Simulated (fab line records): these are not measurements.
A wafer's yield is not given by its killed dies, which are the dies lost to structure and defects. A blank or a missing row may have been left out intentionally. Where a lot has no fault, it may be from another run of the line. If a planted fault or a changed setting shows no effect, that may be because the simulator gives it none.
A single fault, viewed from 2 desks -- flow sky130 -- only its own numbers are on each desk; what lay behind them is given at the end

## THE METROLOGY DESK
Lot by lot, what the gauges showed, no matter which tool ran the lot: averages of those sampled wafers that carry a number. Marked OUT: a lot whose mean sits more than 4 standard deviations from the usual mean, which makes it out of limits; the brackets give that distance.
Columns: A = PASSIVATION_CVD_00_THK at SKY_PASSIVATION_THK_MEAS_01, usual 90.1 nm; B = PASSIVATION_CVD_02_THK at SKY_PASSIVATION_THK_MEAS_03, usual 540 nm
lot,first seen here,A,B
L681,day 44 21:33,90.0,538
L689,day 47 01:09,89.7,542
L692,day 47 10:02,88.6,538
L694,day 47 22:28,90.9,547
L701,day 49 06:27,89.4,544
This desk's finding: nothing out of limits on any of the 5 lots.

## DESK OF THE TOOL OWNER: pecvd-03
The tool's own readings at SKY_PASSIVATION_CVD_02 (deposits Si3N4, target thk 540 nm): means of the sampled wafers that have a number, for each lot that ran on this tool. Marked OUT: a lot whose mean sits more than 4 standard deviations from the usual mean, which makes it out of limits; the brackets give that distance.
Columns: A = heater_power_w at SKY_PASSIVATION_CVD_02, usual 748 W; B = rf_fwd_power_W at SKY_PASSIVATION_CVD_02, usual 449.2 W
lot,first seen here,A,B
L681,day 44 21:36,605,449.7
L692,day 47 10:05,804,449.4
This desk's finding: nothing out of limits on any of the 2 lots.

## PUT TOGETHER
At the metrology desk, nothing out of limits was observed.
Nothing out of limits was seen by the tool owner's desk.

## WHAT THE SIMULATOR HAD INSERTED
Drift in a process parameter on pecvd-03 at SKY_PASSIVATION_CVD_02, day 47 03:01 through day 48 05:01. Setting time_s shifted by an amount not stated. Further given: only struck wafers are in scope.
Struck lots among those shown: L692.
